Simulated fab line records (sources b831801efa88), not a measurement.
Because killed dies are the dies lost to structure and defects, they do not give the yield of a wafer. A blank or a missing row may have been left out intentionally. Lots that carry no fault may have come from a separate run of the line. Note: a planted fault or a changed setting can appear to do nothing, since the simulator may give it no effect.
Which tool did it?    flow gf180mcu    12 lots with 36 wafers sampled at 4 steps, on a route of 602 steps

== WHAT THE GAUGES READ, wafer by wafer ==
GF_PASSIVATION_THK_MEAS_01. Usual: PASSIVATION_CVD_00_THK gives 996 nm (standard deviation 16).
lot   measured      on             PASSIVATION_CVD_00_THK (nm)  flag
L950  day 28 09:26  film-metro-04  968 997 975                  
L951  day 28 22:53  film-metro-03  1000 1010 1013               
L952  day 29 04:38  film-metro-03  1003 1007 1014               
L956  day 30 07:29  film-metro-01  1002 1000 999                
L960  day 31 15:29  film-metro-04  1007 1011 1019               
L961  day 31 17:41  film-metro-04  993 1007 1012                
L968  day 33 17:44  film-metro-01  987 977 1014                 
L969  day 33 18:22  film-metro-04  994 1016 1007                
L970  day 34 00:50  film-metro-04  973 998 1021                 
L971  day 34 08:03  film-metro-04  968 1004 1004                
L972  day 34 10:31  film-metro-04  1001 1014 1026               
L973  day 34 13:56  film-metro-03  987 996 974                  

== EACH LOT AND THE TOOL THAT RAN IT (in order: tool; ch and the chambers of the sampled wafers; start) ==
lot   GF_PSD_STRIP_10                       GF_MIM_METAL_ETCH_19               GF_MIM_STRIP_20
L950  plasma-asher-03 ch 0,1, day 14 05:14  rie-metal-02 ch 1, day 25 14:33    plasma-asher-04 ch 0,1, day 25 14:40
L951  plasma-asher-02 ch 0,1, day 14 21:38  rie-metal-03 ch 0,1, day 26 05:47  plasma-asher-03 ch 0,1, day 26 05:51
L952  plasma-asher-03 ch 0,1, day 15 01:35  rie-metal-02 ch 0,1, day 26 11:53  plasma-asher-04 ch 0,1, day 26 11:57
L956  plasma-asher-02 ch 0,1, day 16 12:11  rie-metal-01 ch 0,1, day 27 17:59  plasma-asher-01 ch 0,1, day 27 18:03
L960  plasma-asher-02 ch 0,1, day 18 01:10  rie-metal-02 ch 0,1, day 29 03:06  plasma-asher-04 ch 0,1, day 29 03:11
L961  plasma-asher-02 ch 0,1, day 18 06:55  rie-metal-02 ch 0,1, day 29 06:27  plasma-asher-04 ch 0,1, day 29 06:32
L968  plasma-asher-02 ch 0,1, day 21 02:32  rie-metal-01 ch 0,1, day 31 10:07  plasma-asher-03 ch 0,1, day 31 10:11
L969  plasma-asher-03 ch 0,1, day 21 07:25  rie-metal-02 ch 0,1, day 31 11:27  plasma-asher-03 ch 0,1, day 31 11:32
L970  plasma-asher-03 ch 0,1, day 21 14:26  rie-metal-03 ch 0, day 31 17:55    plasma-asher-01 ch 0,1, day 31 18:04
L971  plasma-asher-04 ch 1, day 22 03:35    rie-metal-02 ch 0,1, day 32 03:07  plasma-asher-04 ch 0,1, day 32 03:11
L972  plasma-asher-03 ch 0,1, day 22 05:17  rie-metal-01 ch 0,1, day 32 05:29  plasma-asher-03 ch 0,1, day 32 05:33
L973  plasma-asher-03 ch 0,1, day 22 10:50  rie-metal-01 ch 0,1, day 32 09:25  plasma-asher-04 ch 0,1, day 32 09:29
- GF_PSD_STRIP_10: strips in O2/N2.
- GF_MIM_METAL_ETCH_19: etches the open film in Cl2/BCl3, stops on Si3N4, target depth 324.5 nm, time 54.1 s.
- GF_MIM_STRIP_20: strips in O2/N2.

== AS READ BY THE TOOLS THEMSELVES (means over the sampled wafers that have a number; for cases with no such wafer, the mark the record gives instead) ==
GF_PSD_STRIP_10. Usual: drypump-motor-current-A 5.9 A, standard deviation 0.56; heater-power-w 329 W, standard deviation 37; oes-product-au 0.591 a.u., standard deviation 0.0045; platen-temp-c 250.02 C, standard deviation 0.18; strip-time-to-endpoint-s 16.53 s, standard deviation 0.037.
lot   tool             drypump-motor-current-A (A)  heater-power-w (W)  oes-product-au (a.u.)  platen-temp-c (C)  strip-time-to-endpoint-s (s)  flag
L950  plasma-asher-03  6.4                          349                 0.596                  250.02             16.54                         
L951  plasma-asher-02  5.5                          294                 0.588                  250.06             16.53                         
L952  plasma-asher-03  6.4                          345                 0.590                  250.39             16.50                         
L956  plasma-asher-02  5.5                          292                 0.590                  250.01             16.51                         
L960  plasma-asher-02  5.5                          297                 0.589                  249.86             16.52                         
L961  plasma-asher-02  5.5                          296                 0.590                  249.95             16.49                         
L968  plasma-asher-02  5.5                          295                 0.592                  249.97             16.52                         
L969  plasma-asher-03  6.3                          347                 0.597                  249.91             16.56                         
L970  plasma-asher-03  6.4                          347                 0.593                  250.17             16.59                         
L971  plasma-asher-04  4.9                          329                 0.597                  250.25             16.52                         
L972  plasma-asher-03  6.4                          349                 0.591                  249.97             16.58                         
L973  plasma-asher-03  6.4                          341                 0.591                  249.89             16.54                         

GF_MIM_METAL_ETCH_19. Usual: drypump-motor-current-A 5.7 A, standard deviation 0.45; he-backside-leak-sccm 3.4 sccm, standard deviation 0.42; oes-product-au 0.938 a.u., standard deviation 0.0067; throttle-valve-pct 28.287 %, standard deviation 0.01.
lot   tool          drypump-motor-current-A (A)  he-backside-leak-sccm (sccm)  oes-product-au (a.u.)  throttle-valve-pct (%)  flag
L950  rie-metal-02  4.9                          4.5                           0.948                  28.278                  
L951  rie-metal-03  6.3                          3.1                           0.935                  28.288                  
L952  rie-metal-02  5.3                          3.4                           0.944                  28.281                  
L956  rie-metal-01  5.7                          3.3                           0.934                  28.288                  
L960  rie-metal-02  5.3                          3.6                           0.935                  28.287                  
L961  rie-metal-02  5.7                          3.5                           0.933                  28.286                  
L968  rie-metal-01  5.7                          3.1                           0.942                  28.277                  
L969  rie-metal-02  5.7                          3.5                           0.935                  28.298                  
L970  rie-metal-03  6.1                          3.1                           0.934                  28.286                  
L971  rie-metal-02  5.3                          3.6                           0.937                  28.294                  
L972  rie-metal-01  5.8                          3.2                           0.941                  28.287                  
L973  rie-metal-01  5.7                          3.3                           0.937                  28.282                  

GF_MIM_STRIP_20. Usual: drypump-motor-current-A 5.8 A, standard deviation 0.56; heater-power-w 349 W, standard deviation 37; oes-product-au 0.691 a.u., standard deviation 0.0048; platen-temp-c 250.01 C, standard deviation 0.19; strip-time-to-endpoint-s 11.20 s, standard deviation 0.039.
lot   tool             drypump-motor-current-A (A)  heater-power-w (W)  oes-product-au (a.u.)  platen-temp-c (C)  strip-time-to-endpoint-s (s)  flag
L950  plasma-asher-04  5.2                          300                 0.695                  249.82             11.26                         
L951  plasma-asher-03  6.4                          350                 0.689                  250.21             11.16                         
L952  plasma-asher-04  5.0                          315                 0.691                  249.90             11.17                         
L956  plasma-asher-01  5.6                          383                 0.689                  249.91             11.20                         
L960  plasma-asher-04  5.2                          303                 0.692                  250.07             11.23                         
L961  plasma-asher-04  5.1                          318                 0.689                  250.15             11.16                         
L968  plasma-asher-03  6.4                          344                 0.691                  249.92             11.22                         
L969  plasma-asher-03  6.3                          346                 0.692                  250.25             11.21                         
L970  plasma-asher-01  5.7                          386                 0.695                  250.13             11.24                         
L971  plasma-asher-04  5.0                          316                 0.694                  249.89             11.20                         
L972  plasma-asher-03  6.4                          363                 0.689                  250.18             11.25                         
L973  plasma-asher-04  5.2                          304                 0.687                  250.15             11.15                         

== THE ANSWER, worked out from the rows above alone ==
Rule: a lot counts as off when the mean over its wafers that have a number is more than 3 standard deviations away from the usual mean. Also off: a lot with no number at a reading for which 4 or more lots have one. The other lots that the step has rows for count as sound. First the gauges in route order, then the tools' own readings, where a lot's mean is used as printed above. The first step at which some lot is off is used, and at that step the reading that is off furthest; a lot without a number counts as furthest.
No lot is off at any reading shown: from this, nothing can be told.

== WHAT WAS PUT IN BY THE SIMULATOR ==
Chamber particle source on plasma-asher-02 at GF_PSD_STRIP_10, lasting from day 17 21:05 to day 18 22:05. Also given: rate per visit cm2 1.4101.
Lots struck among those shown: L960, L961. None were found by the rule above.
